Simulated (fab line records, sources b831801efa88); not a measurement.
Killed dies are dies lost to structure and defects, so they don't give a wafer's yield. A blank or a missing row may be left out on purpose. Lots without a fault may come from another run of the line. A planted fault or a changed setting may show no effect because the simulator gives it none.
Chamber matching | flow sky130 | SKY_SPACER_ETCHBACK_02 on rie_diel-02: 4 sister chambers
The step etches Si3N4 in CH3F/O2, stops on SiO2, time 46.7 s, target depth 45 nm. 8 wafers are shown with their chamber, then 7 later ones without.

WAFERS WITH THEIR CHAMBER
wafer  | chamber | oes_product_au (a.u.) | throttle_valve_pct (%)
L169.2 | 0       | 0.844                 | 10.552
L172.1 | 2       | 0.853                 | 10.548
L172.6 | 3       | 0.853                 | 10.566
L173.1 | 1       | 0.856                 | 10.572
L173.2 | 3       | 0.863                 | 10.553
L173.6 | 0       | 0.855                 | 10.568
L183.3 | 1       | 0.852                 | 10.560
L183.5 | 2       | 0.849                 | 10.565

WAFERS WITHOUT THEIR CHAMBER
wafer  | oes_product_au (a.u.) | throttle_valve_pct (%)
L183.6 | 0.848                 | 10.565
L190.1 | 0.851                 | 10.560
L190.2 | 0.844                 | 10.561
L190.5 | 0.844                 | 10.566
L189.3 | 0.851                 | 10.550
L189.4 | 0.851                 | 10.574
L189.5 | 0.849                 | 10.578

WHICH CHAMBER EACH WENT THROUGH
wafer  | from the rows above               | in truth
L183.6 | can't be placed: 0 or 2 or 1 or 3 | 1
L190.1 | can't be placed: 0 or 2 or 1 or 3 | 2
L190.2 | can't be placed: 0 or 2 or 1 or 3 | 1
L190.5 | can't be placed: 0 or 2 or 1 or 3 | 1
L189.3 | can't be placed: 2 or 0 or 3 or 1 | 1
L189.4 | can't be placed: 1 or 0 or 2 or 3 | 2
L189.5 | can't be placed: 1 or 0 or 2 or 3 | 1
Placed correctly: 0 of 7. Can't be placed from these rows: 7 (the true chamber is among the candidates in 7). Placed wrongly: 0.
How it was worked out, from the rows above alone: a wafer's distance from a chamber is the root of the sum, over the readings, of the square of ((its reading less the chamber's mean) divided by the reading's scatter). The wafer belongs to the nearest chamber; if the next one is less than 2 further off, it can't be placed. A chamber's mean is the mean of its shown wafers. The scatter: the root of (the sum of the squares of (reading less its chamber's mean) over the shown wafers, divided by (wafers less chambers)).
